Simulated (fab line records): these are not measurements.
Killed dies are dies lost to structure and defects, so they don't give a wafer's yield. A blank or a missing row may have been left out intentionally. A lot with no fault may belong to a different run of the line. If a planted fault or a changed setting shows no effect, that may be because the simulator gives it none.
A struck lot beside a sound one ; flow sky130 ; 15 steps out of a route of 708
Sound: wafers L254.3, L254.4, L254.6. The struck wafers were L267.3, L267.4, L267.6. The cause is given at the end.
At each step with rows: each side's tool, then ch and its chambers, then its first start. Under that, the readings that differ: sound wafers ; struck wafers ; difference of the means ; sigmas: that difference in standard deviations of wafers without a fault.
alike: words and numbers the same on both sides, and readings whose means are apart by under 2 such deviations; not compared: readings that were withheld, readings missing a value for some wafer, numbers with overlapping values and no deviation given by the record, and bounds like >300 which may hide the same value.
Wherever a step has rows on one side only, a row that says differs or no value, or a row with sigmas, the two part there. When numbers do not overlap yet have no deviation, they are printed without sigmas and do not part them. Lack of a reading on every wafer of one side parts them only where that side has two or more wafers.

first, 8 steps without rows for these wafers: SKY_VIA3_DEHYDRATE_04 (time 60 s); SKY_VIA3_HMDS_05 (prime time 60 s); SKY_VIA3_COAT_06 (resist thk 60 nm); SKY_VIA3_COAT_07 (resist thk 450 nm); SKY_VIA3_SOFTBAKE_08 (time 90 s); SKY_VIA3_EXPOSE_09 (exposes mask VIM3, target cd 200 nm); SKY_VIA3_PEB_10; SKY_VIA3_DEVELOP_11 (develop time 60 s).
SKY_VIA3_CD_MEAS_12: the cd target is 200 nm.
  sound on cd-sem-01, day 40 06:49; struck on cd-sem-01, day 44 03:49
  alike: cd-nm
SKY_VIA3_OVL_MEAS_13:
  sound on overlay-01, day 40 06:54; struck on overlay-02, day 44 03:54
  alike: VIA3_OVL
SKY_VIA3_ETCH_14: etches BARC in N2/H2, stops on SiO2, time 45.9 s, target depth 60 nm.
  sound on rie-diel-01 ch 0,3, day 40 06:55; struck on rie-diel-02 ch 1,2,3, day 44 03:55
  alike: drypump-motor-current-A, oes-product-au, throttle-valve-pct
  not compared: rf-hours-counter-h
SKY_VIA3_ETCH_15: etches SiO2 in C4F8/O2/Ar, stops on TiN, target depth 507 nm, time 78 s.
  sound on rie-diel-01 ch 0,3, day 40 06:58; struck on rie-diel-02 ch 1,2,3, day 44 03:58
  alike: oes-product-au
  not compared: rf-hours-counter-h
SKY_VIA3_STRIP_16: strips in O2/N2.
  sound on plasma-asher-01 ch 0,1, day 40 07:04; struck on plasma-asher-03 ch 0,1, day 44 04:04
  no value came back on the struck wafers for chamber-pressure-mTorr (mTorr), drypump-motor-current-A (A), oes-product-au (a.u.), strip-time-to-endpoint-s (s); on the sound wafers chamber-pressure-mTorr (mTorr) reads 1426.4 1427.6 1426.7
reading;sound;struck;difference;sigmas
model.KrF-thick_of_VIA3_COAT_07.thk-nm (nm);0 0 0;290.9 290.7 288.9;+290.2;
  not compared: rf-hours-counter-h
then, 1 step without rows for these wafers: SKY_VIA3_STRIP_17 (strips in post etch residue remover, time 1200 s).
-- the record jumps here: 5 days lie between the struck wafers' starts before and after (it left off in module VIA3 and takes up again in module PAD_OPEN, whose first step shown is number 708 of the route) --
SKY_PAD_OPEN_PROBE_99:
  sound on prober-01, day 46 09:17; struck on prober-02, day 49 14:22
reading;sound;struck;difference;sigmas
defect-limited-yield (%);85.8 80.1 83.3;0 0 0;-83;-49
killed_at_M0_to_M3;35 56 37;457 450 442;+407;+63
killed-dies;70 98 82;492 492 492;+409;+48
killed-on-rim;18 14 17;96 96 96;+80;+24
sort_bin_5_function (%);7.3 10.2 9.3;93.1 91.9 92.5;+83.6;+60
sort-n-pass;422 394 410;0 0 0;-409;-48
sort-yield-pct (%);85.8 80.1 83.3;0 0 0;-83;-49
  alike: killed_at_M4_up, killed-at-contacts, killed-at-front-end, killed-at-other, killed-open, killed-short, sort_bin_3_pad_short, sort_bin_6_memory

WHERE THEY PART
First at SKY_VIA3_STRIP_16; last, within this record, at SKY_PAD_OPEN_PROBE_99.

WHY: what had been put in by the simulator
Whole step skipped at SKY_VIA3_STRIP_16 on plasma-asher-03, starting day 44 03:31. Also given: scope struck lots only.
